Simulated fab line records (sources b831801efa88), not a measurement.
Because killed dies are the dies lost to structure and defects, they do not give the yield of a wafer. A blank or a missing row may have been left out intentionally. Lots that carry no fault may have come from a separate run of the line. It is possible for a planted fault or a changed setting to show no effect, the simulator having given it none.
Which of the tools did it? :: flow sky130 :: 13 lots, 38 wafers sampled, at 4 steps of a route of 708

## WHAT THE GAUGES READ, wafer by wafer
SKY_PASSIVATION_THK_MEAS_03. Usual: PASSIVATION_CVD_02_THK gives 541 nm (standard deviation 7.3).
lot: L144
measured: day 43 16:37
on: film metro-03
PASSIVATION_CVD_02_THK (nm): 526 549 537
flag: 

lot: L145
measured: day 44 05:23
on: film metro-04
PASSIVATION_CVD_02_THK (nm): 531 529 544
flag: 

lot: L147
measured: day 44 16:20
on: film metro-03
PASSIVATION_CVD_02_THK (nm): 536 549 550
flag: 

lot: L148
measured: day 44 23:28
on: film metro-04
PASSIVATION_CVD_02_THK (nm): 537 528 545
flag: 

lot: L151
measured: day 45 23:31
on: film metro-02
PASSIVATION_CVD_02_THK (nm): 542 537 550
flag: 

lot: L152
measured: day 46 01:21
on: film metro-03
PASSIVATION_CVD_02_THK (nm): 544 554 545
flag: 

lot: L155
measured: day 47 15:15
on: film metro-04
PASSIVATION_CVD_02_THK (nm): 541 534 531
flag: 

lot: L157
measured: day 47 15:55
on: film metro-02
PASSIVATION_CVD_02_THK (nm): 532 534
flag: 

lot: L162
measured: day 48 13:40
on: film metro-04
PASSIVATION_CVD_02_THK (nm): 529 538 543
flag: 

lot: L163
measured: day 48 19:02
on: film metro-02
PASSIVATION_CVD_02_THK (nm): 539 542 547
flag: 

lot: L166
measured: day 49 14:30
on: film metro-03
PASSIVATION_CVD_02_THK (nm): 534 548 557
flag: 

lot: L165
measured: day 49 15:04
on: film metro-03
PASSIVATION_CVD_02_THK (nm): 551 556 549
flag: 

lot: L167
measured: day 49 15:35
on: film metro-03
PASSIVATION_CVD_02_THK (nm): 542 536 544
flag: 

SKY_PAD_OPEN_BOW_MEAS_13. Usual: PAD_OPEN_BOW gives 49 um (standard deviation 8.9).
lot: L144
measured: day 45 14:45
on: film metro-01
PAD_OPEN_BOW (um): 53 42 56
flag: 

lot: L145
measured: day 46 02:08
on: film metro-04
PAD_OPEN_BOW (um): 55 62 61
flag: 

lot: L147
measured: day 46 11:05
on: film metro-01
PAD_OPEN_BOW (um): 45 58 48
flag: 

lot: L148
measured: day 46 19:49
on: film metro-04
PAD_OPEN_BOW (um): 39 30 52
flag: 

lot: L151
measured: day 47 17:40
on: film metro-04
PAD_OPEN_BOW (um): 50 36 47
flag: 

lot: L152
measured: day 47 19:19
on: film metro-04
PAD_OPEN_BOW (um): 47 47 52
flag: 

lot: L155
measured: day 49 07:11
on: film metro-01
PAD_OPEN_BOW (um): 48 54 52
flag: 

lot: L157
measured: day 49 08:24
on: film metro-02
PAD_OPEN_BOW (um): 54 40
flag: 

lot: L162
measured: day 50 03:33
on: film metro-04
PAD_OPEN_BOW (um): 40 34 40
flag: 

lot: L163
measured: day 50 07:58
on: film metro-01
PAD_OPEN_BOW (um): 46 53 62
flag: 

lot: L166
measured: day 51 01:40
on: film metro-02
PAD_OPEN_BOW (um): 46 34 50
flag: 

lot: L165
measured: day 51 02:17
on: film metro-04
PAD_OPEN_BOW (um): 45 42 57
flag: 

lot: L167
measured: day 51 03:08
on: film metro-04
PAD_OPEN_BOW (um): 57 46 43
flag: 

## WHICH TOOL RAN EACH LOT (tool, then ch and the chambers of the sampled wafers, then the start)
lot: L144
SKY_CONTACT_CMP_04: cmp-01 ch 0,3, day 30 08:12
SKY_VIA4_CMP_02: cmp-01 ch 0,1,2, day 41 16:06

lot: L145
SKY_CONTACT_CMP_04: cmp-01 ch 1,3, day 30 23:14
SKY_VIA4_CMP_02: cmp-02 ch 0,1,3, day 42 04:37

lot: L147
SKY_CONTACT_CMP_04: cmp-01 ch 0,1,2, day 31 11:54
SKY_VIA4_CMP_02: cmp-01 ch 0,1,2, day 42 17:00

lot: L148
SKY_CONTACT_CMP_04: cmp-01 ch 2,3, day 31 15:34
SKY_VIA4_CMP_02: cmp-02 ch 0,1, day 42 23:24

lot: L151
SKY_CONTACT_CMP_04: cmp-01 ch 2,3, day 32 23:28
SKY_VIA4_CMP_02: cmp-02 ch 0,3, day 44 01:26

lot: L152
SKY_CONTACT_CMP_04: cmp-02 ch 0,1,2, day 33 04:11
SKY_VIA4_CMP_02: cmp-01 ch 0,3, day 44 04:52

lot: L155
SKY_CONTACT_CMP_04: cmp-01 ch 0,1,3, day 35 03:33
SKY_VIA4_CMP_02: cmp-02 ch 0,1,2, day 45 20:32

lot: L157
SKY_CONTACT_CMP_04: cmp-02 ch 2,3, day 35 04:16
SKY_VIA4_CMP_02: cmp-02 ch 1,2, day 45 21:20

lot: L162
SKY_CONTACT_CMP_04: cmp-02 ch 0,1, day 36 09:07
SKY_VIA4_CMP_02: cmp-01 ch 0,1,2, day 46 20:09

lot: L163
SKY_CONTACT_CMP_04: cmp-02 ch 0,1,2, day 36 15:05
SKY_VIA4_CMP_02: cmp-01 ch 1,2,3, day 47 01:17

lot: L166
SKY_CONTACT_CMP_04: cmp-02 ch 0,2,3, day 37 16:59
SKY_VIA4_CMP_02: cmp-01 ch 0,1, day 47 22:27

lot: L165
SKY_CONTACT_CMP_04: cmp-01 ch 1,2,3, day 37 17:38
SKY_VIA4_CMP_02: cmp-02 ch 0,1, day 47 22:42

lot: L167
SKY_CONTACT_CMP_04: cmp-01 ch 0,2,3, day 37 19:50
SKY_VIA4_CMP_02: cmp-01 ch 1,2,3, day 47 23:38
- SKY_CONTACT_CMP_04: polishes SiO2.
- SKY_VIA4_CMP_02: polishes SiO2.

## AS READ BY THE TOOLS THEMSELVES (means over the sampled wafers that have a number; for cases with no such wafer, the mark the record gives instead)
SKY_CONTACT_CMP_04. Usual: motor current A 12.6 A, standard deviation 0.72; time to endpoint s 83 s, standard deviation 4.4.
lot: L144
tool: cmp-01
motor current A (A): 12.5
time to endpoint s (s): 82
flag: 

lot: L145
tool: cmp-01
motor current A (A): 13.2
time to endpoint s (s): 86
flag: 

lot: L147
tool: cmp-01
motor current A (A): 12.8
time to endpoint s (s): 83
flag: 

lot: L148
tool: cmp-01
motor current A (A): 12.9
time to endpoint s (s): 79
flag: 

lot: L151
tool: cmp-01
motor current A (A): 13.2
time to endpoint s (s): 84
flag: 

lot: L152
tool: cmp-02
motor current A (A): 12.2
time to endpoint s (s): 82
flag: 

lot: L155
tool: cmp-01
motor current A (A): 12.6
time to endpoint s (s): 90
flag: 

lot: L157
tool: cmp-02
motor current A (A): 13.1
time to endpoint s (s): 82
flag: 

lot: L162
tool: cmp-02
motor current A (A): 12.2
time to endpoint s (s): 78
flag: 

lot: L163
tool: cmp-02
motor current A (A): 12.5
time to endpoint s (s): 80
flag: 

lot: L166
tool: cmp-02
motor current A (A): 12.7
time to endpoint s (s): 84
flag: 

lot: L165
tool: cmp-01
motor current A (A): 13.3
time to endpoint s (s): 86
flag: 

lot: L167
tool: cmp-01
motor current A (A): 13.0
time to endpoint s (s): 84
flag: 

SKY_VIA4_CMP_02. Usual: 12.7 A for motor current A, sd 0.68.
lot: L144
tool: cmp-01
motor current A (A): 12.4
flag: 

lot: L145
tool: cmp-02
motor current A (A): 12.4
flag: 

lot: L147
tool: cmp-01
motor current A (A): 12.7
flag: 

lot: L148
tool: cmp-02
motor current A (A): 12.1
flag: 

lot: L151
tool: cmp-02
motor current A (A): 12.9
flag: 

lot: L152
tool: cmp-01
motor current A (A): 12.9
flag: 

lot: L155
tool: cmp-02
motor current A (A): 12.6
flag: 

lot: L157
tool: cmp-02
motor current A (A): 12.6
flag: 

lot: L162
tool: cmp-01
motor current A (A): 12.9
flag: 

lot: L163
tool: cmp-01
motor current A (A): 13.1
flag: 

lot: L166
tool: cmp-01
motor current A (A): 12.6
flag: 

lot: L165
tool: cmp-02
motor current A (A): 11.9
flag: 

lot: L167
tool: cmp-01
motor current A (A): 12.7
flag: 

## THE ANSWER, worked out from the rows above alone
Rule: a lot is off if the mean of its wafers that have a number lies more than 3 standard deviations from the usual mean. A lot without any number at a reading at which 4 lots or more have one is off too. The other lots that the step has rows for count as sound. Order of review: gauges by route order, followed by the tools' own readings, for which a lot's mean as printed above is used. At the first step where some lot is off, the reading lying furthest off is the one used; lots without a number count as furthest.
Nothing can be told from this: no lot is off at any reading shown.

## WHAT THE SIMULATOR HAD PUT IN
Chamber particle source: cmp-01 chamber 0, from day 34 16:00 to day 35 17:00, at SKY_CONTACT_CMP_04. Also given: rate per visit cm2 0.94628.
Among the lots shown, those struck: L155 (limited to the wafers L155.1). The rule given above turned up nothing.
